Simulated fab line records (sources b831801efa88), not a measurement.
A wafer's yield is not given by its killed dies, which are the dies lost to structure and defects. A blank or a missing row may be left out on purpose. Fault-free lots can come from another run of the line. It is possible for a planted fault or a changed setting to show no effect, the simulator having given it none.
fab line records / flow sky130 / part 2 of 2: steps 43 to 43 of 43
record lots=5 wafers=15 last_day=50
route steps=708 shown VIA2@527 METAL3@532 CAPM@537 PAD_OPEN@708
lots with no fault: from the same line, run without faults
start_h: hours from the record's first day to the start of the lot's first wafer shown / wait_h: hours from the lot's prior step to this one / " as in the row above / L1.1+2: a single row standing in for several wafers / - either no value or no given start / * or withheld: withheld / < > ~ a bound
route shown NAME@n: a module of which the file shows steps, and the number in the route of the first / usual: mean/standard deviation taken from wafers without a fault / same: alike in all rows / chamber/n: place in a boat / sites: each site's reading / _std_site: standard deviation of those values / _edge_site: outer sites' mean less inner sites' / radius_mm: how far each site lies from the wafer's centre / mask NAME#n: copy n / behind: the last tool/chamber to shape the wafer / hold: reason for holding the lot/hours on hold/outcome of the hold / device: whichever transistor did not switch (one of n, p or np) / end of line: tests run on the same wafers once the route is complete / a step with no rows: only its recipe / killed: count of dies lost to structure and defects at first sort (not the wafer's yield) / map: the dies of a wafer, with x for killed, . for not killed, _ for no die there
set.NAME: the setting as run; set.NAME@STEP: as run at that earlier step / model.NAME: the simulator's own value behind a step, which no gauge read
lots seen at some steps along the route; tables by step, rows by wafer
services: the hour from which a tool's chamber was out of use, counted from the record's first day as start_h (under 0 if before that day), plus the number of hours and why
## steps
# step SKY_PAD_OPEN_PROBE_99
# usual defect_limited_yield=82.3/2 killed_at_M0_to_M3=43/7.1 killed_at_M4_up=3/1.7 killed_at_contacts=25/5.6 killed_at_front_end=16/4.1 killed_at_other=0.2/0.49 killed_dies=87/9.8 killed_open=47/7.6 killed_short=40/6.1
# same gross_dies=492 killed_at_back_side=0
lot.wafer=L376.1 tool=prober-01 chamber=- start_h=1090.54 wait_h=0.1 defect_limited_yield[%]=86.4 killed_at_M0_to_M3=30 killed_at_M4_up=1 killed_at_contacts=20 killed_at_front_end=16 killed_at_other=0 killed_dies=67 killed_open=39 killed_short=28 model.etest.tester.sort_n_pass=425 model.etest.tester.sort_yield_pct=86.38 model.etest.tester.sort_bin_4_pct=0 model.etest.met3.line_ohm_um=0.1429 model.etest.via3_chain.rc_ohm=9.818 model.etest.met3.rs_ohm_sq=0.04284 model.etest.tester.sort_bin_3_pct=1.016 model.etest.cap_mim.plate_ohm_sq=6.088
lot.wafer=L376.5 tool=prober-01 chamber=- start_h=1090.74 wait_h=0.2 defect_limited_yield[%]=83.5 killed_at_M0_to_M3=37 killed_at_M4_up=1 killed_at_contacts=34 killed_at_front_end=9 killed_at_other=0 killed_dies=81 killed_open=53 killed_short=28 model.etest.tester.sort_n_pass=411 model.etest.tester.sort_yield_pct=83.54 model.etest.tester.sort_bin_4_pct=0 model.etest.met3.line_ohm_um=0.1456 model.etest.via3_chain.rc_ohm=10.14 model.etest.met3.rs_ohm_sq=0.04336 model.etest.tester.sort_bin_3_pct=0.6098 model.etest.cap_mim.plate_ohm_sq=6.036
lot.wafer=L376.6 tool=prober-01 chamber=- start_h=1090.79 wait_h=0.2 defect_limited_yield[%]=82.5 killed_at_M0_to_M3=37 killed_at_M4_up=3 killed_at_contacts=29 killed_at_front_end=17 killed_at_other=0 killed_dies=86 killed_open=46 killed_short=40 model.etest.tester.sort_n_pass=406 model.etest.tester.sort_yield_pct=82.52 model.etest.tester.sort_bin_4_pct=0 model.etest.met3.line_ohm_um=0.1431 model.etest.via3_chain.rc_ohm=10.4 model.etest.met3.rs_ohm_sq=0.04303 model.etest.tester.sort_bin_3_pct=1.016 model.etest.cap_mim.plate_ohm_sq=6.105
lot.wafer=L380.1 tool=prober-02 chamber=- start_h=1111.58 wait_h=0.1 defect_limited_yield[%]=81.1 killed_at_M0_to_M3=56 killed_at_M4_up=2 killed_at_contacts=19 killed_at_front_end=16 killed_at_other=0 killed_dies=93 killed_open=54 killed_short=39 model.etest.tester.sort_n_pass=399 model.etest.tester.sort_yield_pct=81.1 model.etest.tester.sort_bin_4_pct=0 model.etest.met3.line_ohm_um=0.1422 model.etest.via3_chain.rc_ohm=9.979 model.etest.met3.rs_ohm_sq=0.04227 model.etest.tester.sort_bin_3_pct=1.22 model.etest.cap_mim.plate_ohm_sq=6
lot.wafer=L380.4 tool=prober-02 chamber=- start_h=1111.73 wait_h=0.2 defect_limited_yield[%]=81.5 killed_at_M0_to_M3=48 killed_at_M4_up=6 killed_at_contacts=26 killed_at_front_end=11 killed_at_other=0 killed_dies=91 killed_open=42 killed_short=49 model.etest.tester.sort_n_pass=401 model.etest.tester.sort_yield_pct=81.5 model.etest.tester.sort_bin_4_pct=0 model.etest.met3.line_ohm_um=0.1404 model.etest.via3_chain.rc_ohm=10.56 model.etest.met3.rs_ohm_sq=0.04191 model.etest.tester.sort_bin_3_pct=0.4065 model.etest.cap_mim.plate_ohm_sq=6.013
lot.wafer=L380.6 tool=prober-02 chamber=- start_h=1111.83 wait_h=0.2 defect_limited_yield[%]=83.7 killed_at_M0_to_M3=42 killed_at_M4_up=3 killed_at_contacts=21 killed_at_front_end=14 killed_at_other=0 killed_dies=80 killed_open=37 killed_short=43 model.etest.tester.sort_n_pass=412 model.etest.tester.sort_yield_pct=83.74 model.etest.tester.sort_bin_4_pct=0 model.etest.met3.line_ohm_um=0.1414 model.etest.via3_chain.rc_ohm=9.298 model.etest.met3.rs_ohm_sq=0.04215 model.etest.tester.sort_bin_3_pct=2.236 model.etest.cap_mim.plate_ohm_sq=6.072
lot.wafer=L387.2 tool=prober-01 chamber=- start_h=1156.84 wait_h=0.1 defect_limited_yield[%]=81.7 killed_at_M0_to_M3=40 killed_at_M4_up=4 killed_at_contacts=24 killed_at_front_end=22 killed_at_other=0 killed_dies=90 killed_open=52 killed_short=38 model.etest.tester.sort_n_pass=402 model.etest.tester.sort_yield_pct=81.71 model.etest.tester.sort_bin_4_pct=0 model.etest.met3.line_ohm_um=0.1384 model.etest.via3_chain.rc_ohm=9.129 model.etest.met3.rs_ohm_sq=0.04265 model.etest.tester.sort_bin_3_pct=0.6098 model.etest.cap_mim.plate_ohm_sq=5.958
lot.wafer=L387.4 tool=prober-01 chamber=- start_h=1156.94 wait_h=0.2 defect_limited_yield[%]=80.1 killed_at_M0_to_M3=39 killed_at_M4_up=6 killed_at_contacts=21 killed_at_front_end=31 killed_at_other=1 killed_dies=98 killed_open=59 killed_short=39 model.etest.tester.sort_n_pass=0 model.etest.tester.sort_yield_pct=0 model.etest.tester.sort_bin_4_pct=72.73 model.etest.met3.line_ohm_um=60.35 model.etest.via3_chain.rc_ohm=59.08 model.etest.met3.rs_ohm_sq=18.59 model.etest.tester.sort_bin_3_pct=8.372 model.etest.cap_mim.plate_ohm_sq=4.269
lot.wafer=L387.6 tool=prober-01 chamber=- start_h=1157.04 wait_h=0.2 defect_limited_yield[%]=84.6 killed_at_M0_to_M3=35 killed_at_M4_up=3 killed_at_contacts=22 killed_at_front_end=15 killed_at_other=1 killed_dies=76 killed_open=38 killed_short=38 model.etest.tester.sort_n_pass=416 model.etest.tester.sort_yield_pct=84.55 model.etest.tester.sort_bin_4_pct=0 model.etest.met3.line_ohm_um=0.1411 model.etest.via3_chain.rc_ohm=9.041 model.etest.met3.rs_ohm_sq=0.04386 model.etest.tester.sort_bin_3_pct=0.4065 model.etest.cap_mim.plate_ohm_sq=5.987
lot.wafer=L391.1 tool=prober-01 chamber=- start_h=1169.57 wait_h=0.1 defect_limited_yield[%]=80.5 killed_at_M0_to_M3=51 killed_at_M4_up=0 killed_at_contacts=27 killed_at_front_end=18 killed_at_other=0 killed_dies=96 killed_open=52 killed_short=44 model.etest.tester.sort_n_pass=396 model.etest.tester.sort_yield_pct=80.49 model.etest.tester.sort_bin_4_pct=0 model.etest.met3.line_ohm_um=0.1412 model.etest.via3_chain.rc_ohm=9.667 model.etest.met3.rs_ohm_sq=0.04239 model.etest.tester.sort_bin_3_pct=0.6098 model.etest.cap_mim.plate_ohm_sq=6.029
lot.wafer=L391.3 tool=prober-01 chamber=- start_h=1169.67 wait_h=0.2 defect_limited_yield[%]=84.6 killed_at_M0_to_M3=30 killed_at_M4_up=6 killed_at_contacts=21 killed_at_front_end=19 killed_at_other=0 killed_dies=76 killed_open=39 killed_short=37 model.etest.tester.sort_n_pass=416 model.etest.tester.sort_yield_pct=84.55 model.etest.tester.sort_bin_4_pct=0 model.etest.met3.line_ohm_um=0.1404 model.etest.via3_chain.rc_ohm=10.02 model.etest.met3.rs_ohm_sq=0.04237 model.etest.tester.sort_bin_3_pct=1.423 model.etest.cap_mim.plate_ohm_sq=6.107
lot.wafer=L391.5 tool=prober-01 chamber=- start_h=1169.77 wait_h=0.2 defect_limited_yield[%]=78.3 killed_at_M0_to_M3=59 killed_at_M4_up=3 killed_at_contacts=25 killed_at_front_end=20 killed_at_other=0 killed_dies=107 killed_open=56 killed_short=51 model.etest.tester.sort_n_pass=385 model.etest.tester.sort_yield_pct=78.25 model.etest.tester.sort_bin_4_pct=0 model.etest.met3.line_ohm_um=0.147 model.etest.via3_chain.rc_ohm=9.373 model.etest.met3.rs_ohm_sq=0.04287 model.etest.tester.sort_bin_3_pct=1.423 model.etest.cap_mim.plate_ohm_sq=6.002
lot.wafer=L396.2 tool=prober-02 chamber=- start_h=1192.04 wait_h=0.1 defect_limited_yield[%]=84.1 killed_at_M0_to_M3=37 killed_at_M4_up=2 killed_at_contacts=19 killed_at_front_end=20 killed_at_other=0 killed_dies=78 killed_open=29 killed_short=49 model.etest.tester.sort_n_pass=414 model.etest.tester.sort_yield_pct=84.15 model.etest.tester.sort_bin_4_pct=0 model.etest.met3.line_ohm_um=0.1418 model.etest.via3_chain.rc_ohm=10.19 model.etest.met3.rs_ohm_sq=0.04339 model.etest.tester.sort_bin_3_pct=1.423 model.etest.cap_mim.plate_ohm_sq=5.916
lot.wafer=L396.4 tool=prober-02 chamber=- start_h=1192.14 wait_h=0.2 defect_limited_yield[%]=85.0 killed_at_M0_to_M3=38 killed_at_M4_up=3 killed_at_contacts=21 killed_at_front_end=12 killed_at_other=0 killed_dies=74 killed_open=42 killed_short=32 model.etest.tester.sort_n_pass=418 model.etest.tester.sort_yield_pct=84.96 model.etest.tester.sort_bin_4_pct=0 model.etest.met3.line_ohm_um=0.1438 model.etest.via3_chain.rc_ohm=10.4 model.etest.met3.rs_ohm_sq=0.04292 model.etest.tester.sort_bin_3_pct=1.016 model.etest.cap_mim.plate_ohm_sq=5.986
lot.wafer=L396.6 tool=prober-02 chamber=- start_h=1192.24 wait_h=0.2 defect_limited_yield[%]=85.2 killed_at_M0_to_M3=42 killed_at_M4_up=2 killed_at_contacts=15 killed_at_front_end=14 killed_at_other=0 killed_dies=73 killed_open=40 killed_short=33 model.etest.tester.sort_n_pass=419 model.etest.tester.sort_yield_pct=85.16 model.etest.tester.sort_bin_4_pct=0 model.etest.met3.line_ohm_um=0.1443 model.etest.via3_chain.rc_ohm=9.841 model.etest.met3.rs_ohm_sq=0.04322 model.etest.tester.sort_bin_3_pct=0.4065 model.etest.cap_mim.plate_ohm_sq=5.975
# killed by level:class
L376.1 CONTACT:geometric_particle:open=8 VIA2:geometric_particle:open=7 METAL2:geometric_particle:short=5 VIA1:geometric_particle:open=5 FIELD_ISO:geometric_particle:open=4 LI_CONTACT:geometric_particle:open=4 VIA3:geometric_particle:short=4 FIELD_ISO:geometric_particle:short=3
L376.5 VIA1:geometric_particle:open=12 LI_CONTACT:geometric_particle:open=11 CONTACT:geometric_particle:open=10 VIA3:geometric_particle:open=10 LOCAL_INTERCONNECT:geometric_particle:short=6 CONTACT:geometric_particle:short=5 METAL2:geometric_particle:short=5 FIELD_ISO:geometric_particle:open=3
L376.6 CONTACT:geometric_particle:open=11 VIA1:geometric_particle:open=8 LI_CONTACT:geometric_particle:open=7 VIA3:geometric_particle:open=7 METAL2:geometric_particle:short=6 FIELD_ISO:geometric_particle:short=5 METAL3:geometric_particle:short=5 CONTACT:geometric_particle:short=4
L380.1 VIA1:geometric_particle:open=18 VIA2:geometric_particle:open=9 CONTACT:geometric_particle:short=7 CONTACT:geometric_particle:open=6 VIA3:geometric_particle:open=6 POLY_GATE:geometric_particle:open=5 POLY_GATE:geometric_particle:short=5 VIA2:geometric_particle:short=5
L380.4 VIA1:geometric_particle:open=11 CONTACT:geometric_particle:open=8 LI_CONTACT:geometric_particle:open=6 VIA1:geometric_particle:short=6 METAL2:geometric_particle:short=6 VIA2:geometric_particle:open=6 METAL4:geometric_particle:short=6 METAL3:geometric_particle:short=5
L380.6 VIA1:geometric_particle:open=8 CONTACT:geometric_particle:open=7 VIA3:geometric_particle:open=7 METAL1:geometric_particle:short=6 VIA2:geometric_particle:short=6 POLY_GATE:geometric_particle:short=5 LI_CONTACT:geometric_particle:open=5 CONTACT:geometric_particle:short=5
L387.2 CONTACT:geometric_particle:open=11 VIA3:geometric_particle:open=8 LI_CONTACT:geometric_particle:open=7 VIA2:geometric_particle:open=7 FIELD_ISO:geometric_particle:short=6 POLY_GATE:geometric_particle:open=6 VIA1:geometric_particle:open=6 POLY_GATE:geometric_particle:short=4
L387.4 VIA1:geometric_particle:open=14 CONTACT:geometric_particle:open=11 FIELD_ISO:geometric_particle:open=7 LI_CONTACT:geometric_particle:open=7 POLY_GATE:geometric_particle:short=6 POLY_GATE:geometric_particle:open=6 METAL4:geometric_particle:short=6 METAL2:geometric_particle:short=6
L387.6 CONTACT:geometric_particle:open=10 VIA1:geometric_particle:open=8 FIELD_ISO:geometric_particle:short=6 METAL1:geometric_particle:short=6 VIA1:geometric_particle:short=6 FIELD_ISO:geometric_particle:open=4 CONTACT:geometric_particle:short=4 VIA3:geometric_particle:open=4
L391.1 VIA2:geometric_particle:open=10 CONTACT:geometric_particle:open=10 METAL1:geometric_particle:short=8 VIA1:geometric_particle:short=8 METAL2:geometric_particle:short=8 VIA3:geometric_particle:open=6 VIA1:geometric_particle:open=6 FIELD_ISO:geometric_particle:short=5
L391.3 VIA1:geometric_particle:open=7 VIA2:geometric_particle:open=6 CONTACT:geometric_particle:short=6 LI_CONTACT:geometric_particle:open=5 CONTACT:geometric_particle:open=5 METAL2:geometric_particle:short=4 VIA1:geometric_particle:short=4 FIELD_ISO:geometric_particle:open=3
L391.5 VIA2:geometric_particle:open=16 METAL1:geometric_particle:short=10 METAL2:geometric_particle:short=8 LI_CONTACT:geometric_particle:open=7 CONTACT:geometric_particle:open=7 CONTACT:geometric_particle:short=5 VIA2:geometric_particle:short=5 VIA3:geometric_particle:open=5
L396.2 POLY_GATE:geometric_particle:short=8 METAL1:geometric_particle:short=7 LI_CONTACT:geometric_particle:open=6 VIA2:geometric_particle:short=5 LOCAL_INTERCONNECT:geometric_particle:short=5 CONTACT:geometric_particle:open=5 VIA1:geometric_particle:short=5 POLY_GATE:geometric_particle:open=4
L396.4 CONTACT:geometric_particle:open=10 VIA1:geometric_particle:open=7 METAL1:geometric_particle:short=5 METAL2:geometric_particle:short=5 FIELD_ISO:geometric_particle:open=4 POLY_GATE:geometric_particle:open=4 LI_CONTACT:geometric_particle:short=4 METAL2:geometric_particle:open=4
L396.6 METAL1:geometric_particle:short=8 VIA3:geometric_particle:open=8 METAL2:geometric_particle:short=7 VIA1:geometric_particle:open=7 CONTACT:geometric_particle:open=7 FIELD_ISO:geometric_particle:short=4 VIA1:geometric_particle:short=4 VIA2:geometric_particle:open=4
## services
tool=rie_metal-01 chamber=0 start_h=853.65 hours=- kind=clean
tool=rie_metal-01 chamber=0 start_h=853.65 hours=17.3 kind=scheduled_down
tool=rie_metal-01 chamber=0 start_h=853.65 hours=17.3 kind=vent_cycle
tool=pvd_sputter-04 chamber=- start_h=886.14 hours=12.2 kind=repair
tool=pvd_sputter-02 chamber=0 start_h=886.19 hours=- kind=consumable_replace:kit
tool=pvd_sputter-02 chamber=0 start_h=886.19 hours=18.0 kind=scheduled_down
tool=pvd_sputter-02 chamber=0 start_h=886.19 hours=18.0 kind=vent_cycle
tool=pvd_sputter-03 chamber=- start_h=894.75 hours=8.1 kind=repair
tool=pvd_sputter-04 chamber=- start_h=902.64 hours=3.2 kind=repair
tool=rie_metal-02 chamber=- start_h=903.07 hours=0.6 kind=repair
tool=pvd_sputter-01 chamber=1 start_h=905.78 hours=- kind=consumable_replace:kit
tool=pvd_sputter-01 chamber=1 start_h=905.78 hours=18.0 kind=scheduled_down
tool=plasma_asher-03 chamber=- start_h=908.74 hours=1.4 kind=repair
tool=pvd_sputter-01 chamber=- start_h=908.89 hours=2.0 kind=repair
tool=wet_bench-04 chamber=- start_h=917.00 hours=0.7 kind=repair
tool=rie_metal-03 chamber=1 start_h=949.30 hours=9.8 kind=repair
tool=pvd_sputter-02 chamber=- start_h=964.05 hours=6.7 kind=repair
tool=pvd_sputter-03 chamber=1 start_h=973.35 hours=- kind=consumable_replace:kit
tool=pvd_sputter-03 chamber=1 start_h=973.35 hours=18.0 kind=scheduled_down
tool=pvd_sputter-03 chamber=1 start_h=973.35 hours=18.0 kind=vent_cycle
tool=rie_metal-02 chamber=1 start_h=976.48 hours=4.3 kind=repair
tool=pvd_sputter-02 chamber=- start_h=985.63 hours=2.1 kind=repair
tool=rie_metal-04 chamber=- start_h=986.44 hours=0.7 kind=repair
tool=pvd_sputter-04 chamber=- start_h=1035.10 hours=1.0 kind=repair
## key
first_sign step=SKY_CAPM_SPUTTER_02 reading=cathode_dc_power_W direction=up sigmas=99+ usual=6499.9 struck=9171.8
effect step=SKY_CAPM_RS_MEAS_03 reading=visit direction=added
effect step=SKY_CAPM_RS_MEAS_03 reading=CAPM_TIN_RS direction=down sigmas=27 usual=6.96 struck=4.86
effect step=SKY_CAPM_THK_MEAS_04 reading=visit direction=added
effect step=SKY_CAPM_THK_MEAS_04 reading=CAPM_TIN_THK direction=up sigmas=33 usual=193.1 struck=276.3
effect step=SKY_CAPM_METAL_ETCH_13 reading=oes_product_au direction=up sigmas=7.4 usual=0.938 struck=0.992
model_effect step=SKY_CAPM_SPUTTER_02 value=TiN_of_CAPM_SPUTTER_02.thk_nm without=200.3 struck=282.5
model_effect step=SKY_METAL3_STRIP_20 value=TiN_of_CAPM_SPUTTER_02.thk_nm without=199.4 struck=281.6
model_effect step=SKY_PAD_OPEN_PROBE_99 value=etest.tester.sort_n_pass without=394 struck=0
met_at SKY_CAPM_SPUTTER_02
struck_wafers L387.4
onset_between 867.73 950.46
fault kind=process_parameter_drift tool=pvd_sputter-04 chamber=- onset_h=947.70 steps=SKY_CAPM_SPUTTER_02 channel=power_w offset=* shape=step end_h=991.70 acts_in=* stated=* scope=struck_wafers_only
